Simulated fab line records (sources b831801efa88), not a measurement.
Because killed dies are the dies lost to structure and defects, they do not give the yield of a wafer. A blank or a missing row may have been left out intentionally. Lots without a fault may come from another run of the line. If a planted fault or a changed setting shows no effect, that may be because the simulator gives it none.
2 desks looking at one fault || flow sky130 || each desk holds nothing but its own numbers, with what lay behind them at the end

THE TOOL OWNER'S DESK: pvd-sputter-01
At SKY_METAL4_SPUTTER_01 (material TiN, target thk 20 nm, time 16.7 s) the tool's own readings: per lot run on this tool, the mean of the sampled wafers that have a number. The brackets show how far a lot's mean lies from the usual mean; more than 4 standard deviations puts the lot out of limits, marked OUT.
Columns: A = cathode-dc-power-W at SKY_METAL4_SPUTTER_01, usual 6500.1 W; B = throttle-valve-pct at SKY_METAL4_SPUTTER_01, usual 30.2 %
{"lot": "L804", "first seen here": "day 43 09:17", "A": 6499.4, "B": 31.2}
{"lot": "L808", "first seen here": "day 44 16:32", "A": 6500.4, "B": 31.0}
{"lot": "L812", "first seen here": "day 45 22:19", "A": 6500.5, "B": 31.0}
Result from this desk: across the 3 lots, nothing is out of limits.

METROLOGY DESK
Means of the sampled wafers that have a number, per lot and without regard to the tool the lot ran on: this is what the gauges read. The brackets show how far a lot's mean lies from the usual mean; more than 4 standard deviations puts the lot out of limits, marked OUT.
Columns: A = VIA3_W_RS at SKY_VIA3_RS_MEAS_22, usual 0.2933 ohm/sq; B = VIA3_W_THK at SKY_VIA3_THK_MEAS_23, usual 404 nm
{"lot": "L804", "first seen here": "day 43 08:47", "A": 0.2921, "B": 408}
{"lot": "L808", "first seen here": "day 44 16:02", "A": 0.2909, "B": 400}
{"lot": "L812", "first seen here": "day 45 21:47", "A": 0.2963, "B": 398}
{"lot": "L814", "first seen here": "day 46 10:05", "A": 0.2935, "B": 409}
{"lot": "L820", "first seen here": "day 47 03:54", "A": 0.2940, "B": 406}
Result from this desk: across the 5 lots, nothing is out of limits.

TAKEN TOGETHER
The desk of the tool owner found nothing out of limits.
The metrology desk saw nothing out of limits.

WHAT HAD BEEN PUT IN BY THE SIMULATOR
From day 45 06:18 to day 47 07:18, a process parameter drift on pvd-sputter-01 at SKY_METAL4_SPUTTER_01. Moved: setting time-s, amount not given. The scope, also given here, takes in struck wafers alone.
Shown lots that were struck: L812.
